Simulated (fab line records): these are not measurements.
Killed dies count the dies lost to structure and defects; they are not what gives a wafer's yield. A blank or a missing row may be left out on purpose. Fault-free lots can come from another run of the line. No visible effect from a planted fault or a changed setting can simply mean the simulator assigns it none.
Which tool did it? -- flow sfq_line -- 14 lots with 42 wafers sampled at 3 steps, on a route of 325 steps

## WHAT EACH GAUGE READ, for each wafer
No reading from a measuring or inspecting step in the record can be judged against a usual standard deviation.

## WHICH TOOL RAN EACH LOT (tool, then ch and the chambers of the sampled wafers, then the start)
lot,SFQ_TRILAYER_I7_CMP_CMP_184,SFQ_TRILAYER_I7_METRO_MEASURE_185,SFQ_TRILAYER_I7_VIA_ETCH_VIA_ETCH_190
L615,"cmp-01 ch 0,1, day 78 20:45","film_metro-02, day 78 23:46","rie_diel-01 ch 0,1, day 79 02:53"
L616,"cmp-01 ch 1,2,3, day 78 23:15","film_metro-02, day 79 02:46","rie_diel-01 ch 0,2, day 79 06:29"
L617,"cmp-02 ch 1,2,3, day 83 07:16","film_metro-03, day 83 10:23","rie_diel-01 ch 0,2,3, day 83 14:57"
L619,"cmp-02 ch 1,2,3, day 83 12:51","film_metro-02, day 83 15:28","rie_diel-03 ch 1,3, day 83 20:57"
L623,"cmp-02 ch 0,2,3, day 83 23:09","film_metro-01, day 84 02:28","rie_diel-03 ch 1,2, day 84 13:33"
L624,"cmp-01 ch 0,1,3, day 84 01:21","film_metro-02, day 84 03:28","rie_diel-04 ch 0,2,3, day 84 15:57"
L626,"cmp-01 ch 2,3, day 84 10:57","film_metro-01, day 84 14:04","rie_diel-03 ch 0,1,2, day 85 02:45"
L629,"cmp-01 ch 1,2, day 84 22:57","film_metro-02, day 85 02:16","rie_diel-01 ch 2,3, day 85 14:45"
L630,"cmp-02 ch 0,2,3, day 85 00:41","film_metro-03, day 85 03:43","rie_diel-03 ch 1,2,3, day 85 15:57"
L631,"cmp-01 ch 0,1,2, day 87 13:56","film_metro-02, day 87 16:58","rie_diel-04 ch 2,3, day 87 20:05"
L632,"cmp-01 ch 0,1,2, day 87 16:26","film_metro-01, day 87 19:34","rie_diel-03 ch 0,2, day 87 23:05"
L636,"cmp-01 ch 0,2,3, day 91 22:49","film_metro-03, day 92 01:20","rie_diel-03 ch 0,1,3, day 92 06:17"
L637,"cmp-01 ch 0,1,3, day 92 01:19","film_metro-01, day 92 03:56","rie_diel-04 ch 0,2, day 92 07:29"
L638,"cmp-02 ch 1,3, day 92 05:38","film_metro-03, day 92 08:16","rie_diel-03 ch 0,1,2, day 92 14:41"
- SFQ_TRILAYER_I7_CMP_CMP_184: polishes SiO2.
- SFQ_TRILAYER_I7_METRO_MEASURE_185
- SFQ_TRILAYER_I7_VIA_ETCH_VIA_ETCH_190: etches SiO2 in CHF3, stops on Nb, target depth 260 nm.

## AS READ BY THE TOOLS THEMSELVES (means over the sampled wafers that have a number; for cases with no such wafer, the mark the record gives instead)
SFQ_TRILAYER_I7_CMP_CMP_184.
lot,tool,motor_current_A (A),platen_rpm (rpm),time_to_endpoint_s (s)
L615,cmp-01,9.9,60.00,206
L616,cmp-01,9.8,59.93,210
L617,cmp-02,10.8,60.00,210
L619,cmp-02,10.9,60.00,215
L623,cmp-02,10.8,59.96,208
L624,cmp-01,10.0,60.01,208
L626,cmp-01,10.6,60.01,221
L629,cmp-01,9.8,60.03,211
L630,cmp-02,10.9,60.03,206
L631,cmp-01,10.2,59.96,206
L632,cmp-01,10.3,60.00,207
L636,cmp-01,10.8,59.97,216
L637,cmp-01,10.5,60.04,219
L638,cmp-02,11.2,60.03,220

SFQ_TRILAYER_I7_METRO_MEASURE_185.
lot,tool,thk_nm (nm)
L615,film_metro-02,200.5
L616,film_metro-02,200.5
L617,film_metro-03,199.3
L619,film_metro-02,198.7
L623,film_metro-01,198.6
L624,film_metro-02,200.2
L626,film_metro-01,198.7
L629,film_metro-02,199.2
L630,film_metro-03,199.4
L631,film_metro-02,207.2
L632,film_metro-01,205.8
L636,film_metro-03,198.5
L637,film_metro-01,199.6
L638,film_metro-03,200.2

SFQ_TRILAYER_I7_VIA_ETCH_VIA_ETCH_190.
lot,tool,drypump_motor_current_A (A),oes_product_au (a.u.)
L615,rie_diel-01,6.3,0.855
L616,rie_diel-01,5.7,0.858
L617,rie_diel-01,6.0,0.855
L619,rie_diel-03,5.6,0.849
L623,rie_diel-03,6.0,0.850
L624,rie_diel-04,5.7,0.856
L626,rie_diel-03,6.0,0.847
L629,rie_diel-01,6.0,0.857
L630,rie_diel-03,5.8,0.853
L631,rie_diel-04,5.8,0.872
L632,rie_diel-03,6.1,0.871
L636,rie_diel-03,5.9,0.848
L637,rie_diel-04,5.3,0.854
L638,rie_diel-03,6.0,0.859

## THE ANSWER, worked out from the rows above alone
Rule: usual is defined by the lots themselves. Put in order of their means at a reading, lots are off if they are a third of the lots or fewer, leave a main group of 4 or more, and stand apart from it by a gap of 3 or more times the standard deviation of the main group's means; of several such gaps the widest counts. Not used: any main group whose means are identical at the precision the tables above print for the reading. A lot without any number at a reading at which 4 lots or more have one is off too. The other lots that the step has rows for count as sound. The gauges are gone through in route order, then the tools' own readings, and for those a lot's mean is taken as printed above. At the first step where some lot is off, the reading lying furthest off is the one used; lots without a number count as furthest.
Off at SFQ_TRILAYER_I7_METRO_MEASURE_185 (thk_nm): L631, L632. The main group has a mean of 199.4 nm with a standard deviation of 0.72.
A tool fits if, at that step or a process step before it, it ran every lot that is off, and no sound lot after the first of them. Not one of the candidates tried fits.

## WHAT HAD BEEN PUT IN BY THE SIMULATOR
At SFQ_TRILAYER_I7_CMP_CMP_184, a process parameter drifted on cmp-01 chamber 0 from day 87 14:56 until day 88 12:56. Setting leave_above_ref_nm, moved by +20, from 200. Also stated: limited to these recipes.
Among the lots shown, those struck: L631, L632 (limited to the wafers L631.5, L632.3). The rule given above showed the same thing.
